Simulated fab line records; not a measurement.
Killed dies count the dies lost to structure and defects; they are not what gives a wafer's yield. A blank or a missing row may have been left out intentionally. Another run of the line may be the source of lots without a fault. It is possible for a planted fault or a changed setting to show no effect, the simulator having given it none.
Problem report in the 8D (eight disciplines) form, filled by code ; flow sky130 ; the parts of the form that need people (team, actions taken, sign-off) are left out

1. WHAT IS WRONG
Wafers without a fault read 14, standard deviation 4.2; killed-at-front-end at SKY_PAD_OPEN_PROBE_99 reads a mean of 59 on 5 wafers belonging to 2 lots. That is +11 standard deviations from the usual mean.
Earliest sighting: wafer L749.2 on prober-01 at day 48 13:20. At this step, 6 wafers from 2 lots have a number in the record. Rule for "out" (also "out of limits"): further than 4 standard deviations from the usual mean. Any other wafer with a number is counted as sound.

2. WHAT IT IS, AND WHAT IT ISN'T
question;is;is not
which readings at this step;killed-at-front-end;killed_at_M0_to_M3, killed_at_M4_up, killed-at-contacts, killed-at-other, killed-open, killed-short
which lots;L749, L754;-
which wafers of those lots;L749.2, L749.3, L754.2, L754.3, L754.6;L749.5
read on which tools;prober-01;-
when;from day 48 13:20;"up to then (0 sound wafers); but 1 sound wafer of L749 came after"

3. WHAT RULES OUT EACH SUSPECT
Counting: if a tool at a process step up to the reading ran every lot that is out, it stays a suspect. Sound lots after the first of them don't rule it out here, since some wafers of a struck lot are sound.
- plasma-asher-02 at SKY_LDD_P_STRIP_10 (strips in O2/N2): kept. It ran every lot that is out, first L749 (day 22 21:22).
- prober-01 at SKY_PAD_OPEN_PROBE_99: kept. It ran every lot that is out, first L749 (day 48 13:20). Its own killed-at-front-end readings are out on those wafers.
- Within plasma-asher-02 at SKY_LDD_P_STRIP_10: the wafers that are out ran in chamber 1; their sound lot-mates ran in chamber 0.
After counting, plasma-asher-02 at SKY_LDD_P_STRIP_10 and prober-01 at SKY_PAD_OPEN_PROBE_99 remain.

4. THE CAUSE (what the simulator had put in)
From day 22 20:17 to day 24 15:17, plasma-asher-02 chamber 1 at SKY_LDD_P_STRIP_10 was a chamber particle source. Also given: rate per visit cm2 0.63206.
Counting left 2 suspects, and this tool is among them.

5. SEQUENCE OF EFFECTS, ordered by route
One row per reading whose mean, taken over the struck wafers that have a number, lies over 3 standard deviations from the usual. Readings are gone through only where the record gives a usual standard deviation; hours: the median, over the lots, of the time from a lot's start at the first step in this table giving one to that lot's start at this step; sigmas: the change measured in usual standard deviations.
hours;step;reading;usual;on struck wafers;change;sigmas
0;SKY_PAD_OPEN_PROBE_99;killed-at-front-end;14;59;+45;+11
0;SKY_PAD_OPEN_PROBE_99;killed-dies;85;126;+41;+4.8
The process steps in it:
- SKY_PAD_OPEN_PROBE_99

6. HOW IT WOULD HAVE BEEN CAUGHT EARLIER
First out-of-limits reading in this record: day 48 13:20, which is 617 hours after fault onset at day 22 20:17.
Of the tool readings at SKY_LDD_P_STRIP_10 for which the record gives a usual standard deviation, none was out on any struck wafer, so an alarm limit of 4 standard deviations on them would not have fired.
Lots out: 2; all had begun SKY_LDD_P_STRIP_10 on plasma-asher-02 by day 48 13:20. Tool hold at that time: it would have spared none of them.
